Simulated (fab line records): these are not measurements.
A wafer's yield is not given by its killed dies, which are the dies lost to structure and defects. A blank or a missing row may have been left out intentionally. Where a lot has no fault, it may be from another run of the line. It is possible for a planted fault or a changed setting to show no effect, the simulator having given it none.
Which of the tools did it?    flow gf180mcu    12 lots with 36 wafers sampled at 5 steps, on a route of 602 steps

## WHAT EACH GAUGE READ, for each wafer
GF_V4_THK_MEAS_01.
lot   measured      on             V4_CVD_00_THK (nm)
L847  day 24 04:11  film_metro-02  601 603 605
L848  day 24 12:29  film_metro-02  592 594 597
L849  day 24 12:41  film_metro-02  594 602 611
L851  day 25 08:33  film_metro-03  595 588 598
L852  day 25 19:56  film_metro-04  598 603 613
L853  day 26 03:23  film_metro-03  898 607 607
L854  day 26 08:05  film_metro-04  902 603 608
L861  day 28 15:58  film_metro-04  596 587 590
L865  day 29 18:13  film_metro-04  606 602 610
L866  day 29 19:08  film_metro-04  601 596 600
L867  day 30 01:23  film_metro-04  594 593 600
L868  day 30 19:18  film_metro-04  596 597 601

GF_V4_BOW_MEAS_05.
lot   measured      on             V4_BOW (um)
L847  day 24 04:41  film_metro-02  118 129 121
L848  day 24 12:58  film_metro-04  132 134 135
L849  day 24 13:16  film_metro-03  145 147 151
L851  day 25 09:03  film_metro-04  153 157 154
L852  day 25 20:26  film_metro-04  135 132 143
L853  day 26 03:53  film_metro-02  144 124 129
L854  day 26 08:37  film_metro-02  135 130 121
L861  day 28 16:34  film_metro-03  154 149 140
L865  day 29 18:43  film_metro-04  120 126 124
L866  day 29 19:40  film_metro-04  130 123 129
L867  day 30 01:53  film_metro-04  134 132 130
L868  day 30 20:04  film_metro-03  145 139 138

## WHICH TOOL RAN EACH LOT (tool, then ch and the chambers of the sampled wafers, then the start)
lot   GF_M4_SPUTTER_02              GF_M4_METAL_ETCH_16                GF_V4_CVD_00
L847  pvd_sputter-04, day 23 05:04  rie_metal-03 ch 0,1, day 24 03:25  hdpcvd-01 ch 0,1,2, day 24 04:07
L848  pvd_sputter-01, day 23 13:03  rie_metal-01 ch 0, day 24 11:35    hdpcvd-02 ch 0, day 24 12:22
L849  pvd_sputter-04, day 23 14:05  rie_metal-04 ch 0,1, day 24 11:58  hdpcvd-01 ch 0,1,2, day 24 12:37
L851  pvd_sputter-01, day 24 09:46  rie_metal-01 ch 0,1, day 25 07:49  hdpcvd-02 ch 0,1,2, day 25 08:28
L852  pvd_sputter-01, day 24 21:17  rie_metal-03 ch 0, day 25 19:04    hdpcvd-01 ch 0,1,2, day 25 19:50
L853  pvd_sputter-04, day 25 05:02  rie_metal-01 ch 0,1, day 26 02:38  hdpcvd-02 ch 0,1, day 26 03:17
L854  pvd_sputter-01, day 25 09:52  rie_metal-04 ch 0,1, day 26 07:22  hdpcvd-02 ch 0,2, day 26 08:01
L861  pvd_sputter-02, day 27 19:39  rie_metal-04 ch 0,1, day 28 15:08  hdpcvd-01 ch 0,1, day 28 15:53
L865  pvd_sputter-01, day 28 21:37  rie_metal-01 ch 0,1, day 29 17:22  hdpcvd-02 ch 0,1,2, day 29 18:08
L866  pvd_sputter-02, day 28 23:43  rie_metal-01 ch 0,1, day 29 18:25  hdpcvd-02 ch 0,1, day 29 19:04
L867  pvd_sputter-04, day 29 05:03  rie_metal-04 ch 0,1, day 30 00:32  hdpcvd-01 ch 1,2, day 30 01:16
L868  pvd_sputter-02, day 29 23:20  rie_metal-01 ch 0,1, day 30 18:34  hdpcvd-02 ch 0,1,2, day 30 19:14
- GF_M4_SPUTTER_02: material AlCu, target thk 450 nm, time 23.9 s.
- GF_M4_METAL_ETCH_16: etches the open film in Cl2/BCl3, stops on SiO2, target depth 750.8 nm, time 125.1 s.
- GF_V4_CVD_00: deposits SiO2, target thk 600 nm, time 100 s.

## WHAT THE TOOLS THEMSELVES READ (means of the sampled wafers that have a number; where no wafer has one, the mark that the record gives instead)
GF_M4_SPUTTER_02.
lot   tool            throttle_valve_pct (%)
L847  pvd_sputter-04  30.1
L848  pvd_sputter-01  29.7
L849  pvd_sputter-04  30.4
L851  pvd_sputter-01  28.6
L852  pvd_sputter-01  29.6
L853  pvd_sputter-04  30.8
L854  pvd_sputter-01  29.7
L861  pvd_sputter-02  30.3
L865  pvd_sputter-01  30.8
L866  pvd_sputter-02  29.9
L867  pvd_sputter-04  30.2
L868  pvd_sputter-02  30.2

GF_M4_METAL_ETCH_16.
lot   tool          drypump_motor_current_A (A)  oes_product_au (a.u.)  throttle_valve_pct (%)
L847  rie_metal-03  6.2                          0.995                  28.220
L848  rie_metal-01  6.0                          0.992                  28.239
L849  rie_metal-04  5.7                          0.992                  28.229
L851  rie_metal-01  6.2                          0.991                  28.224
L852  rie_metal-03  6.6                          0.991                  28.219
L853  rie_metal-01  6.2                          0.991                  28.226
L854  rie_metal-04  5.8                          0.988                  28.218
L861  rie_metal-04  5.8                          0.989                  28.234
L865  rie_metal-01  6.3                          0.987                  28.234
L866  rie_metal-01  6.2                          0.985                  28.232
L867  rie_metal-04  5.7                          0.994                  28.227
L868  rie_metal-01  6.3                          0.990                  28.232

GF_V4_CVD_00.
lot   tool       sih4_flow_sccm (sccm)  susceptor_temp_C (C)
L847  hdpcvd-01  60.14                  400.06
L848  hdpcvd-02  60.02                  399.98
L849  hdpcvd-01  60.14                  399.87
L851  hdpcvd-02  60.06                  399.72
L852  hdpcvd-01  59.91                  399.65
L853  hdpcvd-02  69.99                  400.10
L854  hdpcvd-02  70.05                  400.04
L861  hdpcvd-01  60.01                  400.22
L865  hdpcvd-02  60.07                  400.17
L866  hdpcvd-02  60.06                  399.77
L867  hdpcvd-01  60.30                  400.14
L868  hdpcvd-02  59.78                  400.13

## THE ANSWER, worked out from the rows above alone
Rule: what is usual is taken from the lots themselves. The widest of any qualifying gaps counts: lots, ordered by their means at a reading, are off when they make up no more than a third of the lots, leave a main group of 4 or more, and stand apart from it by 3 or more times the standard deviation of that group's means. If all means in a main group match to the digits the tables above print for the reading, that group is not used. A lot without any number at a reading at which 4 lots or more have one is off too. The other lots that the step has rows for count as sound. After the gauges, taken in route order, come the tools' own readings; for these a lot's mean is taken, as printed above. At the first step where some lot is off, the reading lying furthest off is the one used; lots without a number count as furthest.
Off: at GF_V4_THK_MEAS_01 (V4_CVD_00_THK), L853, L854. The main group: mean 599 nm, standard deviation 4.8.
A tool fits if, at a process step before that reading, it ran every lot that is off, and no sound lot after the first of them. Not tried: the gauges at GF_V4_THK_MEAS_01; whatever is off there is also off at GF_V4_CVD_00, on other tools, and gauge error can't account for it. Not one of the candidates tried fits.

## WHAT WAS PUT IN BY THE SIMULATOR
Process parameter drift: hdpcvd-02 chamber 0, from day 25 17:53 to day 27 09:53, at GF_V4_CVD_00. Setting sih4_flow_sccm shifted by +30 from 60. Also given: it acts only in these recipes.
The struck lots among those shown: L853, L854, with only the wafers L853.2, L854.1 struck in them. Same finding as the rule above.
